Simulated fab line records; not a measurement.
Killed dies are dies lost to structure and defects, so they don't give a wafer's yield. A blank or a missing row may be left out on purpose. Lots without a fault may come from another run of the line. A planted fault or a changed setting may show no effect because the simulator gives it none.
fab line records -- flow sky130 -- part 1 of 2: steps 1 to 42 of 43
record: lots: 6, wafers: 18, last-day: 50
route steps=708 shown LI_CONTACT@368 LOCAL_INTERCONNECT@387 CONTACT@406 PAD_OPEN@708
lots that met no fault: from a run of the same line without faults
start-h: hours from the record's first day to the start of the lot's first wafer shown -- wait-h: hours since the lot's step before -- " the same as in the row above -- L1.1+2: a single row standing in for several wafers -- - no value present, or no start provided -- * or withheld: withheld -- < > ~ a bound
route shown NAME@n: a module of which the file shows steps, and the number in the route of the first -- usual: the fault-free wafers' mean and standard deviation -- same: alike in all rows -- chamber/n: place in a boat -- sites: readings site by site -- _std_site: standard deviation across them -- _edge_site: mean of outer sites minus mean of inner sites -- radius-mm: for every site, how far away it sits from the centre of the wafer -- mask NAME#n: copy n -- behind: tool/chamber where the wafer was last shaped -- hold: why the lot was held/for how many hours/how that ended -- device: transistor that didn't switch, given as n, p or np -- end of line: the route-end tests of the same wafers -- where a step has no rows: the recipe by itself -- killed: dies that structure and defects cost at the first sort, which is not the same as the wafer's yield -- map: per-die view of a wafer (x killed, . not killed, _ where there is no die)
set.NAME: the run value of the setting; set.NAME@STEP: its run value at that earlier step -- model.NAME: the simulator's own value behind a step, which no gauge read
lots at selected steps of the route; one table per step, one row per wafer
services: when a tool's chamber went out of use (start-h, in hours from the record's first day, below 0 if earlier), for how many hours, and the reason
== steps ==
step: SKY_LI_CONTACT_COAT_06
recipe: resist: BARC, temp-c: withheld, time-s: withheld, spin-rpm: 3000, resist-thk-nm: 60
step: SKY_LI_CONTACT_COAT_07
recipe: resist: KrF-thick, spin-rpm: 3000, resist-thk-nm: 450
step: SKY_LI_CONTACT_SOFTBAKE_08
recipe: temp-c: 100, time-s: 90, resist: KrF-thick
step: SKY_LI_CONTACT_EXPOSE_09
recipe: mask-id: LICM1, na: 0.8, source-shape: annular, sigma-inner: 0.55, sigma-outer: 0.85, target-cd-nm: 170, dose-mj: 38
step: SKY_LI_CONTACT_PEB_10
recipe: peb-temp-c: withheld, peb-time-s: withheld, resist: KrF-thick
step: SKY_LI_CONTACT_DEVELOP_11
recipe: develop-time-s: 60, resist: KrF-thick, dev-temp-c: 21
step: SKY_LI_CONTACT_CD_MEAS_12
recipe: target-cd-nm: 170
usual: cd-nm: 169.6/1.4
lot.wafer,tool,chamber,start-h,wait-h,cd-nm
L279.2,cd-sem-02,-,674.52,-,169.9
L279.3,cd-sem-02,-,674.52,-,169.6
L279.6,cd-sem-02,-,674.52,-,169.5
L280.2,cd-sem-02,-,694.35,-,170.6
L280.4,cd-sem-02,-,694.35,-,169.4
L280.6,cd-sem-02,-,694.35,-,168.9
L281.2,cd-sem-02,-,707.85,-,170.4
L281.3,cd-sem-02,-,707.85,-,170.0
L281.6,cd-sem-02,-,707.85,-,169.6
L288.2,cd-sem-01,-,757.00,-,169.9
L288.4,cd-sem-01,-,757.00,-,171.0
L288.6,cd-sem-01,-,757.00,-,168.5
L295.1,cd-sem-02,-,830.33,-,168.3
L295.3,cd-sem-02,-,830.33,-,169.6
L295.6,cd-sem-02,-,830.33,-,168.6
L298.1,cd-sem-01,-,833.73,-,170.0
L298.4,cd-sem-01,-,833.73,-,166.3
L298.6,cd-sem-01,-,833.73,-,170.0
step: SKY_LI_CONTACT_OVL_MEAS_13
usual: LI_CONTACT_OVL: -2/5.6
lot.wafer,tool,chamber,start-h,wait-h,LI_CONTACT_OVL[nm]
L279.2,overlay-01,-,674.62,0.1,-6
L279.3,overlay-01,-,674.62,0.1,0
L279.6,overlay-01,-,674.62,0.1,-1
L280.2,overlay-01,-,694.46,0.1,6
L280.4,overlay-01,-,694.46,0.1,2
L280.6,overlay-01,-,694.46,0.1,7
L281.2,overlay-02,-,707.96,0.1,3
L281.3,overlay-02,-,707.96,0.1,11
L281.6,overlay-02,-,707.96,0.1,-1
L288.2,overlay-02,-,757.11,0.1,-6
L288.4,overlay-02,-,757.11,0.1,-1
L288.6,overlay-02,-,757.11,0.1,3
L295.1,overlay-01,-,830.45,0.1,1
L295.3,overlay-01,-,830.45,0.1,-1
L295.6,overlay-01,-,830.45,0.1,0
L298.1,overlay-02,-,833.85,0.1,-2
L298.4,overlay-02,-,833.85,0.1,1
L298.6,overlay-02,-,833.85,0.1,0
step: SKY_LI_CONTACT_ETCH_14
recipe: chemistry: N2/H2, target: BARC, ion-energy-ev: 200, source-w: 500, bias-w: 100, pressure-mtorr: 30, n2-flow-sccm: 100, h2-flow-sccm: 200, stop-on: SiO2, time-s: 45.9, target-depth-a: 600
step: SKY_LI_CONTACT_ETCH_15
recipe: target: PSG, chemistry: C4F8/O2/Ar, stop-on: Si, taper-deg: 4.15, mask-material: KrF-thick, source-w: 1500, bias-w: 1200, pressure-mtorr: 40, c4f8-flow-sccm: withheld, O2_flow_sccm: 6, Ar_flow_sccm: 300, time-s: withheld, target-depth-a: 6000
step: SKY_LI_CONTACT_STRIP_16
recipe: chemistry: O2/N2, power-w: 1400, pressure-mtorr: 1500, platen-temp-c: withheld, o2-flow-sccm: 3000, n2-flow-sccm: 300, overash-fraction: 0.5
usual: drypump-motor-current-A: 5.7/0.42, oes-product-au: 0.375/0.005, strip-time-to-endpoint-s: 3.48/0.035
same: overash-fraction: 0.5
lot.wafer,tool,chamber,start-h,wait-h,drypump-motor-current-A,oes-product-au,rf-hours-counter-h,strip-time-to-endpoint-s
L279.2,plasma-asher-02,1,674.78,-,5.5,0.372,86,3.42
L279.3,plasma-asher-02,0,674.78,-,5.7,0.373,-,3.44
L279.6,plasma-asher-02,0,674.78,-,5.7,0.369,-,3.53
L280.2,plasma-asher-01,1,694.62,-,5.5,0.371,56,3.45
L280.4,plasma-asher-01,1,694.62,-,5.5,0.366,-,3.44
L280.6,plasma-asher-01,0,694.62,-,5.8,0.376,-,3.55
L281.2,plasma-asher-03,0,708.12,-,6.5,0.377,28,3.48
L281.3,plasma-asher-03,0,708.12,-,6.5,0.372,-,3.50
L281.6,plasma-asher-03,1,708.12,-,5.0,0.386,-,3.48
L288.2,plasma-asher-02,0,757.27,-,5.7,0.378,94,3.54
L288.4,plasma-asher-02,1,757.27,-,5.5,0.384,-,3.48
L288.6,plasma-asher-02,1,757.27,-,5.5,0.380,-,3.50
L295.1,plasma-asher-03,0,830.62,-,6.5,0.374,41,3.47
L295.3,plasma-asher-03,0,830.62,-,6.5,0.372,-,3.49
L295.6,plasma-asher-03,1,830.62,-,5.0,0.375,-,3.47
L298.1,plasma-asher-02,0,834.02,-,5.7,0.363,102,3.43
L298.4,plasma-asher-02,1,834.02,-,5.4,0.374,-,3.47
L298.6,plasma-asher-02,0,834.02,-,5.7,0.379,-,3.43
step: SKY_LI_CONTACT_CLEAN_17
recipe: chemistry: NMP, time-s: 600, temp-c: 60, dry: n2-spin
step: SKY_LI_CONTACT_PRE_CLEAN_18
recipe: gas: Ar, time-s: 5.6, bias-v: 358
lot.wafer,tool,chamber,start-h,wait-h
L279.2+3+6,pvd-sputter-03,-,675.05,0.0
L280.2+4+6,pvd-sputter-04,-,694.91,0.0
L281.2+3+6,pvd-sputter-01,-,708.39,0.0
L288.2+4+6,pvd-sputter-04,-,757.56,0.0
L295.1+3+6,pvd-sputter-03,-,830.91,0.0
L298.1+4+6,pvd-sputter-03,-,834.29,0.0
step: SKY_LI_CONTACT_SPUTTER_19
recipe: material: Ti, target-thk-nm: 20, chamber-pressure-pa: 5, power-w: 2500, substrate-temp-c: 200, time-s: 106.37
usual: throttle-valve-pct: 30.3/0.65
lot.wafer,tool,chamber,start-h,wait-h,throttle-valve-pct
L279.2,pvd-sputter-03,-,675.07,0.0,30.4
L279.3,pvd-sputter-03,-,675.07,0.0,29.9
L279.6,pvd-sputter-03,-,675.07,0.0,29.3
L280.2,pvd-sputter-04,-,694.93,0.0,29.8
L280.4,pvd-sputter-04,-,694.93,0.0,30.9
L280.6,pvd-sputter-04,-,694.93,0.0,31.1
L281.2,pvd-sputter-01,-,708.41,0.0,30.4
L281.3,pvd-sputter-01,-,708.41,0.0,31.7
L281.6,pvd-sputter-01,-,708.41,0.0,30.6
L288.2,pvd-sputter-04,-,757.58,0.0,31.0
L288.4,pvd-sputter-04,-,757.58,0.0,31.2
L288.6,pvd-sputter-04,-,757.58,0.0,30.7
L295.1,pvd-sputter-03,-,830.93,0.0,30.4
L295.3,pvd-sputter-03,-,830.93,0.0,30.4
L295.6,pvd-sputter-03,-,830.93,0.0,30.4
L298.1,pvd-sputter-03,-,834.31,0.0,30.4
L298.4,pvd-sputter-03,-,834.31,0.0,29.7
L298.6,pvd-sputter-03,-,834.31,0.0,30.4
step: SKY_LI_CONTACT_SPUTTER_20
recipe: material: TiN, target-thk-nm: 20, chamber-pressure-pa: 5, power-w: 4000, time-s: 80
step: SKY_LI_CONTACT_CVD_21
recipe: material: W, target-thk-nm: 400, time-s: 120.56, temp-c: 400, pressure-torr: 40
step: SKY_LI_CONTACT_RS_MEAS_22
recipe: thk-meas-gauge: four-point-probe, reads: W_of_LI_CONTACT_CVD_21+TiN_of_LI_CONTACT_SPUTTER_20+Ti_of_LI_CONTACT_SPUTTER_19
usual: LI_CONTACT_W_RS: 0.285/0.004
lot.wafer,tool,chamber,start-h,wait-h,LI_CONTACT_W_RS[ohm/sq]
L279.2,film-metro-01,-,675.36,0.1,0.283
L279.3,film-metro-01,-,675.36,0.1,0.282
L279.6,film-metro-01,-,675.36,0.1,0.284
L280.2,film-metro-01,-,695.21,0.1,0.282
L280.4,film-metro-01,-,695.21,0.1,0.285
L280.6,film-metro-01,-,695.21,0.1,0.284
L281.2,film-metro-04,-,708.69,0.1,0.287
L281.3,film-metro-04,-,708.69,0.1,0.288
L281.6,film-metro-04,-,708.69,0.1,0.279
L288.2,film-metro-02,-,757.86,0.1,0.286
L288.4,film-metro-02,-,757.86,0.1,0.286
L288.6,film-metro-02,-,757.86,0.1,0.284
L295.1,film-metro-01,-,831.19,0.1,0.285
L295.3,film-metro-01,-,831.19,0.1,0.282
L295.6,film-metro-01,-,831.19,0.1,0.275
L298.1,film-metro-04,-,834.57,0.1,0.279
L298.4,film-metro-04,-,834.57,0.1,0.280
L298.6,film-metro-04,-,834.57,0.1,0.290
step: SKY_LI_CONTACT_THK_MEAS_23
recipe: thk-meas-gauge: xrf, reads: W_of_LI_CONTACT_CVD_21
usual: LI_CONTACT_W_THK: 395/7.2
lot.wafer,tool,chamber,start-h,wait-h,LI_CONTACT_W_THK[nm]
L279.2,film-metro-01,-,675.47,0.1,391
L279.3,film-metro-01,-,675.47,0.1,395
L279.6,film-metro-01,-,675.47,0.1,391
L280.2,film-metro-01,-,695.32,0.1,395
L280.4,film-metro-01,-,695.32,0.1,388
L280.6,film-metro-01,-,695.32,0.1,394
L281.2,film-metro-04,-,708.80,0.1,393
L281.3,film-metro-04,-,708.80,0.1,393
L281.6,film-metro-04,-,708.80,0.1,405
L288.2,film-metro-02,-,757.97,0.1,398
L288.4,film-metro-02,-,757.97,0.1,397
L288.6,film-metro-02,-,757.97,0.1,402
L295.1,film-metro-01,-,831.31,0.1,388
L295.3,film-metro-01,-,831.31,0.1,388
L295.6,film-metro-01,-,831.31,0.1,400
L298.1,film-metro-04,-,834.69,0.1,409
L298.4,film-metro-04,-,834.69,0.1,406
L298.6,film-metro-04,-,834.69,0.1,392
step: SKY_LI_CONTACT_CMP_24
recipe: stop-on: PSG, t-overpolish-s: 20, down-force-psi: 3.5, platen-rpm: 60, target-thk-nm: 0, pad-velocity-m-s: 0.94248
usual: motor-current-A: 10.5/0.87, overpolish-run-s: 20.000/0.0094, time-to-endpoint-s: 96/4.2
lot.wafer,tool,chamber,start-h,wait-h,motor-current-A,overpolish-run-s,time-to-endpoint-s
L279.2,cmp-01,0,675.57,0.1,11.0,19.999,96
L279.3,cmp-01,1,675.57,0.1,9.5,19.995,93
L279.6,cmp-01,0,675.57,0.1,11.4,20.006,96
L280.2,cmp-01,2,695.42,0.1,11.9,19.984,92
L280.4,cmp-01,3,695.42,0.1,11.4,19.998,97
L280.6,cmp-01,1,695.42,0.1,10.5,20.003,90
L281.3,cmp-02,2,708.95,0.1,8.5,19.981,96
L281.2,cmp-02,3,708.95,0.1,10.9,19.999,102
L281.6,cmp-02,0,708.95,0.1,10.3,20.006,99
L288.2,cmp-01,3,758.02,0.0,11.5,20.011,97
L288.4,cmp-01,2,758.02,0.0,11.3,20.012,93
L288.6,cmp-01,3,758.02,0.0,11.4,20.011,95
L295.3,cmp-02,1,831.47,0.1,10.5,19.992,95
L295.1,cmp-02,2,831.47,0.1,8.9,20.001,96
L295.6,cmp-02,3,831.47,0.1,11.1,20.009,104
L298.4,cmp-02,1,834.80,0.1,10.4,19.995,97
L298.1,cmp-02,2,834.80,0.1,9.0,20.013,97
L298.6,cmp-02,0,834.80,0.1,10.2,20.009,101
step: SKY_LOCAL_INTERCONNECT_SPUTTER_00
recipe: material: TiN, target-thk-nm: 100, temp-c: 300, power-w: 6500, time-s: 83.3, chamber-pressure-pa: 0.4
usual: throttle-valve-pct: 29.6/0.67
lot.wafer,tool,chamber,start-h,wait-h,throttle-valve-pct
L279.2,pvd-sputter-01,-,675.82,0.2,29.4
L279.3,pvd-sputter-01,-,675.82,0.2,31.3
L279.6,pvd-sputter-01,-,675.82,0.2,29.9
L280.2,pvd-sputter-01,-,695.67,0.2,29.7
L280.4,pvd-sputter-01,-,695.67,0.2,29.8
L280.6,pvd-sputter-01,-,695.67,0.2,31.2
L281.2,pvd-sputter-02,-,709.15,0.1,29.3
L281.3,pvd-sputter-02,-,709.15,0.1,28.9
L281.6,pvd-sputter-02,-,709.15,0.1,28.8
L288.2,pvd-sputter-03,-,758.32,0.2,30.3
L288.4,pvd-sputter-03,-,758.32,0.2,29.7
L288.6,pvd-sputter-03,-,758.32,0.2,29.1
L295.1,pvd-sputter-02,-,831.67,0.1,29.0
L295.3,pvd-sputter-02,-,831.67,0.1,29.0
L295.6,pvd-sputter-02,-,831.67,0.1,29.0
L298.1,pvd-sputter-02,-,835.05,0.1,29.1
L298.4,pvd-sputter-02,-,835.05,0.1,29.2
L298.6,pvd-sputter-02,-,835.05,0.1,28.8
step: SKY_LOCAL_INTERCONNECT_RS_MEAS_01
recipe: thk-meas-gauge: four-point-probe, reads: TiN_of_LOCAL_INTERCONNECT_SPUTTER_00
usual: LOCAL_INTERCONNECT_TIN_RS: 14.11/0.2
lot.wafer,tool,chamber,start-h,wait-h,LOCAL_INTERCONNECT_TIN_RS[ohm/sq]
L279.2,film-metro-04,-,675.90,0.1,14.56
L279.3,film-metro-04,-,675.90,0.1,14.35
L279.6,film-metro-04,-,675.90,0.1,14.26
L280.2,film-metro-03,-,695.75,0.1,14.06
L280.4,film-metro-03,-,695.75,0.1,14.06
L280.6,film-metro-03,-,695.75,0.1,13.97
L281.2,film-metro-01,-,709.24,0.1,13.81
L281.3,film-metro-01,-,709.24,0.1,13.99
L281.6,film-metro-01,-,709.24,0.1,14.01
L288.2,film-metro-01,-,758.40,0.1,13.74
L288.4,film-metro-01,-,758.40,0.1,13.98
L288.6,film-metro-01,-,758.40,0.1,13.94
L295.1,film-metro-03,-,831.73,0.0,14.10
L295.3,film-metro-03,-,831.73,0.0,14.21
L295.6,film-metro-03,-,831.73,0.0,14.18
L298.1,film-metro-03,-,835.12,0.0,14.30
L298.4,film-metro-03,-,835.12,0.0,14.15
L298.6,film-metro-03,-,835.12,0.0,14.10
step: SKY_LOCAL_INTERCONNECT_THK_MEAS_02
recipe: thk-meas-gauge: xrf, reads: TiN_of_LOCAL_INTERCONNECT_SPUTTER_00
usual: LOCAL_INTERCONNECT_TIN_THK: 99.7/1.7
lot.wafer,tool,chamber,start-h,wait-h,LOCAL_INTERCONNECT_TIN_THK[nm]
L279.2,film-metro-04,-,676.01,0.1,95.7
L279.3,film-metro-04,-,676.01,0.1,97.1
L279.6,film-metro-04,-,676.01,0.1,97.7
L280.2,film-metro-03,-,695.86,0.1,99.6
L280.4,film-metro-03,-,695.86,0.1,99.9
L280.6,film-metro-03,-,695.86,0.1,100.6
L281.2,film-metro-01,-,709.35,0.1,102.1
L281.3,film-metro-01,-,709.35,0.1,100.8
L281.6,film-metro-01,-,709.35,0.1,100.7
L288.2,film-metro-01,-,758.51,0.1,102.8
L288.4,film-metro-01,-,758.51,0.1,101.3
L288.6,film-metro-01,-,758.51,0.1,101.5
L295.1,film-metro-03,-,831.85,0.1,99.9
L295.3,film-metro-03,-,831.85,0.1,99.9
L295.6,film-metro-03,-,831.85,0.1,99.9
L298.1,film-metro-03,-,835.24,0.1,98.8
L298.4,film-metro-03,-,835.24,0.1,100.2
L298.6,film-metro-03,-,835.24,0.1,99.9
step: SKY_LOCAL_INTERCONNECT_DEHYDRATE_03
recipe: temp-c: 200, time-s: 60
step: SKY_LOCAL_INTERCONNECT_HMDS_04
recipe: prime-time-s: 60, prime-temp-c: 120
step: SKY_LOCAL_INTERCONNECT_COAT_05
recipe: resist: BARC, temp-c: withheld, time-s: withheld, spin-rpm: 3000, resist-thk-nm: 60
step: SKY_LOCAL_INTERCONNECT_COAT_06
recipe: resist: KrF-thick, spin-rpm: 3000, resist-thk-nm: 450
step: SKY_LOCAL_INTERCONNECT_SOFTBAKE_07
recipe: temp-c: 100, time-s: 90, resist: KrF-thick
step: SKY_LOCAL_INTERCONNECT_EXPOSE_08
recipe: mask-id: LI1M, na: 0.8, source-shape: annular, sigma-inner: 0.55, sigma-outer: 0.85, target-cd-nm: 170, dose-mj: 28
step: SKY_LOCAL_INTERCONNECT_PEB_09
recipe: peb-temp-c: withheld, peb-time-s: withheld, resist: KrF-thick
step: SKY_LOCAL_INTERCONNECT_DEVELOP_10
recipe: develop-time-s: 60, resist: KrF-thick, dev-temp-c: 21
step: SKY_LOCAL_INTERCONNECT_CD_MEAS_11
recipe: target-cd-nm: 170
usual: cd-nm: 169.6/1.4
lot.wafer,tool,chamber,start-h,wait-h,cd-nm
L279.2,cd-sem-02,-,703.61,-,170.2
L279.3,cd-sem-02,-,703.61,-,170.6
L279.6,cd-sem-02,-,703.61,-,170.2
L280.2,cd-sem-01,-,723.53,-,171.3
L280.4,cd-sem-01,-,723.53,-,171.0
L280.6,cd-sem-01,-,723.53,-,172.0
L281.2,cd-sem-01,-,736.76,-,167.8
L281.3,cd-sem-01,-,736.76,-,166.8
L281.6,cd-sem-01,-,736.76,-,167.7
L288.2,cd-sem-02,-,785.41,-,169.5
L288.4,cd-sem-02,-,785.41,-,167.8
L288.6,cd-sem-02,-,785.41,-,168.7
L295.1,cd-sem-02,-,858.34,-,167.1
L295.3,cd-sem-02,-,858.34,-,169.8
L295.6,cd-sem-02,-,858.34,-,168.2
L298.1,cd-sem-02,-,861.03,-,167.5
L298.4,cd-sem-02,-,861.03,-,167.9
L298.6,cd-sem-02,-,861.03,-,167.5
step: SKY_LOCAL_INTERCONNECT_OVL_MEAS_12
usual: LOCAL_INTERCONNECT_OVL: -4/5.6
lot.wafer,tool,chamber,start-h,wait-h,LOCAL_INTERCONNECT_OVL[nm]
L279.2,overlay-01,-,703.71,0.1,-12
L279.3,overlay-01,-,703.71,0.1,-13
L279.6,overlay-01,-,703.71,0.1,-4
L280.2,overlay-02,-,723.64,0.1,3
L280.4,overlay-02,-,723.64,0.1,-2
L280.6,overlay-02,-,723.64,0.1,5
L281.2,overlay-01,-,736.86,0.1,0
L281.3,overlay-01,-,736.86,0.1,2
L281.6,overlay-01,-,736.86,0.1,11
L288.2,overlay-02,-,785.51,0.1,-7
L288.4,overlay-02,-,785.51,0.1,-2
L288.6,overlay-02,-,785.51,0.1,-8
L295.1,overlay-02,-,858.46,0.1,-8
L295.3,overlay-02,-,858.46,0.1,-1
L295.6,overlay-02,-,858.46,0.1,0
L298.1,overlay-01,-,861.15,0.1,-6
L298.4,overlay-01,-,861.15,0.1,-1
L298.6,overlay-01,-,861.15,0.1,-2
step: SKY_LOCAL_INTERCONNECT_ETCH_13
recipe: chemistry: N2/H2, target: BARC, ion-energy-ev: 200, bias-w: 100, pressure-mtorr: 30, n2-flow-sccm: 100, h2-flow-sccm: 200, icp-w: 500, stop-on: SiO2, time-s: 45.9, target-depth-a: 600
step: SKY_LOCAL_INTERCONNECT_METAL_ETCH_14
recipe: target-depth-nm: 110, stop-on: PSG, chemistry: Cl2/BCl3, target: TiN, resist-sidewall-deg: 88, pressure-mtorr: 10, icp-w: 900, bias-w: 48.5, Cl2_flow_sccm: 60, bcl3-flow-sccm: 30, time-s: 31.4
step: SKY_LOCAL_INTERCONNECT_STRIP_15
recipe: chemistry: O2/N2, power-w: 1400, pressure-mtorr: 1500, platen-temp-c: withheld, o2-flow-sccm: 3000, n2-flow-sccm: 300, overash-fraction: 0.5
step: SKY_LOCAL_INTERCONNECT_STRIP_16
recipe: chemistry: post-etch-residue-remover, time-s: 1200, temp-c: 72.5
step: SKY_LOCAL_INTERCONNECT_CLEAN_17
recipe: chemistry: IPA, time-s: 180, temp-c: 25
step: SKY_LOCAL_INTERCONNECT_CLEAN_18
recipe: chemistry: O3/DIW, dry: n2-spin
step: SKY_CONTACT_CVD_00
recipe: material: Si3N4, target-thk-nm: 75, temp-c: 400, time-s: withheld, rf-w: 450
usual: heater-power-w: 691/89, rf-fwd-power-W: 444.3/1.7
lot.wafer,tool,chamber,start-h,wait-h,heater-power-w,rf-fwd-power-W
L279.2,pecvd-02,1,704.49,0.0,670,443.5
L279.3,pecvd-02,0,704.49,0.0,774,443.1
L279.6,pecvd-02,1,704.49,0.0,682,443.5
L280.2,pecvd-02,2,724.37,0.0,766,445.8
L280.4,pecvd-02,1,724.37,0.0,601,443.7
L280.6,pecvd-02,0,724.37,0.0,807,442.9
L281.2,pecvd-03,0,737.61,0.0,567,445.1
L281.3,pecvd-03,1,737.61,0.0,814,446.0
L281.6,pecvd-03,2,737.61,0.0,716,445.3
L288.2,pecvd-03,1,786.25,0.0,856,442.7
L288.4,pecvd-03,2,786.25,0.0,644,443.1
L288.6,pecvd-03,1,786.25,0.0,844,443.4
L295.1,pecvd-02,2,859.31,0.0,663,448.2
L295.3,pecvd-02,0,859.31,0.0,791,443.5
L295.6,pecvd-02,2,859.31,0.0,670,446.9
L298.1,pecvd-03,0,861.90,0.0,577,442.4
L298.4,pecvd-03,0,861.90,0.0,576,443.2
L298.6,pecvd-03,2,861.90,0.0,771,444.2
step: SKY_CONTACT_THK_MEAS_01
recipe: reads: Si3N4_of_CONTACT_CVD_00
usual: CONTACT_CVD_00_THK: 74.9/0.97
lot.wafer,tool,chamber,start-h,wait-h,CONTACT_CVD_00_THK[nm]
L279.2,film-metro-02,-,704.54,-,73.5
L279.3,film-metro-02,-,704.54,-,73.7
L279.6,film-metro-02,-,704.54,-,74.8
L280.2,film-metro-02,-,724.42,-,75.1
L280.4,film-metro-02,-,724.42,-,76.6
L280.6,film-metro-02,-,724.42,-,76.0
L281.2,film-metro-03,-,737.65,-,74.6
L281.3,film-metro-03,-,737.65,-,75.3
L281.6,film-metro-03,-,737.65,-,76.0
L288.2,film-metro-02,-,786.29,-,74.3
L288.4,film-metro-02,-,786.29,-,74.3
L288.6,film-metro-02,-,786.29,-,74.5
L295.1,film-metro-03,-,859.35,-,73.6
L295.3,film-metro-03,-,859.35,-,75.0
L295.6,film-metro-03,-,859.35,-,74.7
L298.1,film-metro-03,-,861.93,-,74.5
L298.4,film-metro-03,-,861.93,-,75.1
L298.6,film-metro-03,-,861.93,-,75.0
step: SKY_CONTACT_HDPCVD_02
recipe: material: SiO2, target-thk-nm: 565, sigma-open-frac: 0.3, time-s: 94.2, temp-c: 600, sih4-flow-sccm: 60, pressure-mtorr: 6
step: SKY_CONTACT_THK_MEAS_03
recipe: reads: SiO2_of_CONTACT_HDPCVD_02
usual: CONTACT_HDPCVD_THK: 566/5.5
lot.wafer,tool,chamber,start-h,wait-h,CONTACT_HDPCVD_THK[nm]
L279.2,film-metro-03,-,704.66,0.0,568
L279.3,film-metro-03,-,704.66,0.0,565
L279.6,film-metro-03,-,704.66,0.0,567
L280.2,film-metro-03,-,724.54,0.0,568
L280.4,film-metro-03,-,724.54,0.0,563
L280.6,film-metro-03,-,724.54,0.0,571
L281.2,film-metro-01,-,737.78,0.0,564
L281.3,film-metro-01,-,737.78,0.0,565
L281.6,film-metro-01,-,737.78,0.0,574
L288.2,film-metro-01,-,786.42,0.0,570
L288.4,film-metro-01,-,786.42,0.0,571
L288.6,film-metro-01,-,786.42,0.0,558
L295.1,film-metro-03,-,859.48,0.0,565
L295.3,film-metro-03,-,859.48,0.0,560
L295.6,film-metro-03,-,859.48,0.0,564
L298.1,film-metro-01,-,862.06,0.0,562
L298.4,film-metro-01,-,862.06,0.0,564
L298.6,film-metro-01,-,862.06,0.0,576
